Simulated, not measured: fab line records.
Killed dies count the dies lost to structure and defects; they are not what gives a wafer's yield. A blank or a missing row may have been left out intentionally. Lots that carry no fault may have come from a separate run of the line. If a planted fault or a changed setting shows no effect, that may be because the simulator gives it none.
Which of the tools did it?    flow sky130    6 lots (18 wafers sampled), 1 step of a 708-step route

== WHAT THE GAUGES SHOWED, per wafer ==
SKY_METAL2_THK_MEAS_06: measures by xrf.
lot   measured      on             METAL2_ALCU_THK (nm)
L237  day 34 04:10  film-metro-03  250.7 255.9 250.8
L240  day 35 10:59  film-metro-01  250.8 252.3 250.3
L247  day 37 22:46  film-metro-01  249.2 250.7 251.0
L253  day 39 11:56  film-metro-03  249.2 253.3 250.8
L257  day 40 12:14  film-metro-01  248.5 250.1 248.1
L258  day 41 05:30  film-metro-01  253.1 249.4 249.6

== EACH LOT AND THE TOOL THAT RAN IT (in order: tool; ch and the chambers of the sampled wafers; start) ==
Record: no process step prior to these readings.

== THE ANSWER, worked out from the rows above alone ==
Rule: usual is defined by the lots themselves. Put in order of their means at a reading, lots are off if they are a third of the lots or fewer, leave a main group of 4 or more, and stand apart from it by a gap of 3 or more times the standard deviation of the main group's means; of several such gaps the widest counts. Not used: any main group whose means are identical at the precision the tables above print for the reading. A lot without any number at a reading at which 4 lots or more have one is off too. Where the step has rows for the other lots, those lots are counted as sound.
Nothing can be told from this: no lot is off at any reading shown.

== WHAT WAS PUT IN BY THE SIMULATOR ==
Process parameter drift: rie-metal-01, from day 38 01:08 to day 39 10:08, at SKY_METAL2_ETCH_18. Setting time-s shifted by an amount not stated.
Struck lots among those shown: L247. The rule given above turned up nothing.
